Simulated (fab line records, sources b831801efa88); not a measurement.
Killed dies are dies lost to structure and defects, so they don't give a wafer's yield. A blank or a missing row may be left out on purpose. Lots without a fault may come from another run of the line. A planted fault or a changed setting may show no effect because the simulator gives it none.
Problem report in the 8D (eight disciplines) form, filled by code | flow sky130 | the parts of the form that need people (team, actions taken, sign-off) are left out

1. THE PROBLEM
exposure_dose_mJ_cm2 at SKY_PASSIVATION_EXPOSE_08 reads a mean of 291.50 on 12 wafers of 4 lots; wafers without a fault read 259.91 with a standard deviation of 0.23. That is +99 or more standard deviations from the usual mean.
The step: exposes mask NSM, target cd 3000 nm.
First seen on wafer L877.4, day 46 10:53, on iline_stepper-02. The record holds 33 wafers of 11 lots with a number at this step. Rule for "out", or "out of limits": more than 4 standard deviations from the usual mean. The other wafers with a number count as sound.

2. WHAT IT IS AND WHAT IT IS NOT
question                    | is                     | is not
which readings at this step | exposure_dose_mJ_cm2   | -
which lots                  | L876, L877, L879, L880 | L869, L871, L873, L887, L889, L890, L892
which wafers of those lots  | all that have a number | -
read on which tools         | iline_stepper-02       | iline_stepper-01
when                        | from day 46 10:53      | up to then (9 sound wafers); but 12 sound wafers of L887, L889, L890, L892 came after

3. SUSPECTS, AND WHAT RULES EACH OUT
Counting: a tool at a process step up to the reading stays a suspect if it ran every lot that is out and no sound lot after the first of them.
- iline_stepper-02 at SKY_PASSIVATION_EXPOSE_08 (exposes mask NSM, target cd 3000 nm): kept. It ran every lot that is out, first L877 (day 46 10:53), and no sound lot after that; its last sound lot up to then is L873 (day 45 06:10). Its own readings are out on those wafers: exposure_dose_mJ_cm2.
Left after counting: iline_stepper-02 at SKY_PASSIVATION_EXPOSE_08.

4. THE CAUSE (what the simulator had put in)
Process parameter drift: iline_stepper-02, from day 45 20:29 on, at SKY_PASSIVATION_EXPOSE_08. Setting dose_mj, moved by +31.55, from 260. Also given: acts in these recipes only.
Counting left only this tool.

5. THE CHAIN OF EFFECTS, in route order
Each row: a reading whose mean over the struck wafers that have a number lies more than 3 standard deviations from the usual. Only readings for which the record gives a usual standard deviation are gone through. hours: the time from each lot's start at the first step in this table that gives one to its start at this step, as a median over the lots. sigmas: the change in usual standard deviations.
hours | step                      | reading              | usual  | on struck wafers | change | sigmas
0     | SKY_PASSIVATION_EXPOSE_08 | exposure_dose_mJ_cm2 | 259.91 | 291.50           | +31.59 | +99 or more
The process steps in it:
- SKY_PASSIVATION_EXPOSE_08: exposes mask NSM, target cd 3000 nm.

6. WHAT WOULD HAVE CAUGHT IT SOONER
In this record the first reading out of limits was taken at day 46 10:53, 14 hours after the fault began at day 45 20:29.
